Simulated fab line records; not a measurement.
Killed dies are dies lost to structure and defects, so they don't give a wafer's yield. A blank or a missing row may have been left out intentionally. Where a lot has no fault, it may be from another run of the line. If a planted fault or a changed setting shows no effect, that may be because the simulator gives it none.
Which tool did it? | flow sky130 | Sampling: 12 lots, 36 wafers, 4 of 708 route steps

WHAT THE GAUGES READ, wafer by wafer
SKY_VIA1_THK_MEAS_01.
lot  | measured     | on           | VIA1_HDPCVD_THK (nm)
L578 | day 33 04:16 | filmMetro-04 | 1073 1059 1055
L579 | day 33 07:52 | filmMetro-01 | 1071 1057 1072
L581 | day 34 04:06 | filmMetro-02 | 1073 1073 1063
L583 | day 34 18:28 | filmMetro-01 | 1073 1081 1066
L582 | day 35 04:46 | filmMetro-04 | 1073 1071 1057
L585 | day 35 15:37 | filmMetro-01 | 1061 1067 1060
L586 | day 36 00:16 | filmMetro-04 | 1062 1067 1068
L587 | day 36 06:23 | filmMetro-01 | 1054 1085 1063
L589 | day 36 19:34 | filmMetro-02 | 1074 1089 1079
L590 | day 37 00:31 | filmMetro-04 | 1081 1088 1081
L595 | day 38 18:04 | filmMetro-01 | 1052 1065 1052
L596 | day 38 22:52 | filmMetro-01 | 1076 1072 1067

SKY_VIA1_CD_MEAS_12 targets a cd of 150 nm.
lot  | measured     | on       | cdNm (nm)
L578 | day 34 07:02 | cdSem-01 | 150.9 149.8 149.0
L579 | day 34 10:34 | cdSem-01 | 151.7 151.6 149.6
L581 | day 35 07:02 | cdSem-01 | 149.0 149.0 149.4
L583 | day 35 21:37 | cdSem-01 | 146.1 146.9 147.3
L582 | day 36 07:57 | cdSem-01 | 147.8 148.9 148.2
L585 | day 36 18:26 | cdSem-02 | 148.3 148.0 148.3
L586 | day 37 02:18 | cdSem-02 | 148.4 148.1 147.9
L587 | day 37 08:53 | cdSem-02 | 150.0 149.2 150.7
L589 | day 37 21:12 | cdSem-02 | 150.4 148.9 150.2
L590 | day 38 02:31 | cdSem-01 | 149.6 152.8 150.5
L595 | day 39 19:02 | cdSem-01 | 151.6 152.2 152.0
L596 | day 39 23:32 | cdSem-02 | 151.8 151.4 152.3

WHAT TOOL EACH LOT RAN ON (gives the tool, then ch and the chambers of the sampled wafers, and finally the start)
lot  | SKY_METAL1_SPUTTER_02       | SKY_METAL1_METAL_ETCH_19
L578 | pvdSputter-02, day 32 00:10 | rieMetal-02 ch 0,1, day 33 03:29
L579 | pvdSputter-02, day 32 04:13 | rieMetal-01 ch 0,1, day 33 07:01
L581 | pvdSputter-01, day 33 00:22 | rieMetal-01 ch 0,1, day 34 03:16
L583 | pvdSputter-02, day 33 14:33 | rieMetal-01 ch 0,1, day 34 17:40
L582 | pvdSputter-04, day 34 00:53 | rieMetal-01 ch 0,1, day 35 03:58
L585 | pvdSputter-01, day 34 11:21 | rieMetal-02 ch 0,1, day 35 14:19
L586 | pvdSputter-04, day 34 20:37 | rieMetal-04 ch 0,1, day 35 23:17
L587 | pvdSputter-01, day 35 02:14 | rieMetal-01 ch 0,1, day 36 05:29
L589 | pvdSputter-02, day 35 16:10 | rieMetal-04 ch 0,1, day 36 18:20
L590 | pvdSputter-01, day 35 22:13 | rieMetal-02 ch 0,1, day 36 23:22
L595 | pvdSputter-04, day 37 14:58 | rieMetal-01 ch 0,1, day 38 17:16
L596 | pvdSputter-01, day 37 19:52 | rieMetal-02 ch 0,1, day 38 22:04
- SKY_METAL1_SPUTTER_02: material AlCu, target thk 250 nm, time 13.3 s.
- SKY_METAL1_METAL_ETCH_19: etches the open film in Cl2/BCl3, stops on SiO2, target depth 360 nm, time 76.42 s.

WHAT THE TOOLS THEMSELVES READ (means of the sampled wafers that have a number; where no wafer has one, the mark that the record gives instead)
SKY_METAL1_SPUTTER_02.
lot  | tool          | throttleValvePct (%)
L578 | pvdSputter-02 | 29.7
L579 | pvdSputter-02 | 30.2
L581 | pvdSputter-01 | 30.3
L583 | pvdSputter-02 | 29.6
L582 | pvdSputter-04 | 30.6
L585 | pvdSputter-01 | 30.0
L586 | pvdSputter-04 | 31.0
L587 | pvdSputter-01 | 28.7
L589 | pvdSputter-02 | 29.0
L590 | pvdSputter-01 | 28.9
L595 | pvdSputter-04 | 30.5
L596 | pvdSputter-01 | 29.4

SKY_METAL1_METAL_ETCH_19.
lot  | tool        | drypumpMotorCurrentA (A) | oesProductAu (a.u.) | throttleValvePct (%)
L578 | rieMetal-02 | 5.53                     | 0.871               | 22.264
L579 | rieMetal-01 | 5.20                     | 0.869               | 22.263
L581 | rieMetal-01 | 5.21                     | 0.859               | 22.262
L583 | rieMetal-01 | 5.20                     | 0.866               | 22.280
L582 | rieMetal-01 | 5.15                     | 0.863               | 22.271
L585 | rieMetal-02 | 5.60                     | 0.862               | 22.265
L586 | rieMetal-04 | 5.70                     | 0.865               | 22.262
L587 | rieMetal-01 | 5.17                     | 0.867               | 22.268
L589 | rieMetal-04 | 5.93                     | 0.863               | 22.255
L590 | rieMetal-02 | 5.59                     | 0.870               | 22.269
L595 | rieMetal-01 | 5.21                     | 0.870               | 22.265
L596 | rieMetal-02 | 5.53                     | 0.869               | 22.262

THE ANSWER, worked out from the rows above alone
Rule: the usual values come from the lots themselves. Put in order of their means at a reading, lots are off if they are a third of the lots or fewer, leave a main group of 4 or more, and stand apart from it by a gap of 3 or more times the standard deviation of the main group's means; of several such gaps the widest counts. A main group is skipped when, at the precision printed for the reading in the tables above, its means are all equal. A lot without any number at a reading at which 4 lots or more have one is off too. Where the step has rows for the other lots, those lots are counted as sound. Order of review: gauges by route order, followed by the tools' own readings, for which a lot's mean as printed above is used. At the first step where some lot is off, the reading lying furthest off is the one used; lots without a number count as furthest.
No lot is off on any of the readings shown, so nothing can be concluded from this.

WHAT THE SIMULATOR HAD INSERTED
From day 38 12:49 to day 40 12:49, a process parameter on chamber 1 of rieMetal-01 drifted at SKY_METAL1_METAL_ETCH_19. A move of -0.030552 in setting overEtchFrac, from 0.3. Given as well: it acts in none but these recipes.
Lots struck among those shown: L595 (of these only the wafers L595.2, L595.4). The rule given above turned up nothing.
